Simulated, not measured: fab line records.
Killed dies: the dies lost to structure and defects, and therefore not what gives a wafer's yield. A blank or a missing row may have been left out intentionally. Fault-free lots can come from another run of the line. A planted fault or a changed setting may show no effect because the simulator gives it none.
Chamber matching ; flow gf180mcu ; 4 sister chambers for GF_CONTACT_CMP_04 on cmp-02
The step polishes SiO2. 4 wafers are shown with their chamber, then 6 later ones without.

== WAFERS, EACH WITH ITS CHAMBER ==
wafer;chamber;motorCurrentA (A)
L327.5;3;11.5
L328.5;1;12.0
L329.3;0;10.3
L329.6;2;11.0

== WAFERS WITHOUT THEIR CHAMBER ==
wafer;motorCurrentA (A)
L341.1;10.8
L341.4;11.7
L341.5;11.1
L342.2;10.4
L342.5;11.0
L342.6;11.6

== WHICH CHAMBER EACH ONE RAN IN ==
wafer;from the rows above;in truth
L341.1;2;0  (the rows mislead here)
L341.4;can't be placed: 3 or 1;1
L341.5;2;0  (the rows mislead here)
L342.2;0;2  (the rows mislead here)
L342.5;2;2
L342.6;3;3
Correct placement for 2 of the 6. Not placeable from these rows: 1 (in 1, the candidates include the true chamber). Placed wrongly: 3.
How it was worked out, from the rows above alone: a wafer's distance from a chamber is the root of the sum, over the readings, of the square of ((its reading less the chamber's mean) divided by the reading's scatter). The wafer belongs to the nearest chamber; if the next one is less than 2 further off, it can't be placed. Each chamber's mean is taken over the wafers shown for it. The scatter: with one shown wafer a chamber, the root of the mean of the squares of how far each hidden wafer lies from its nearest shown one.
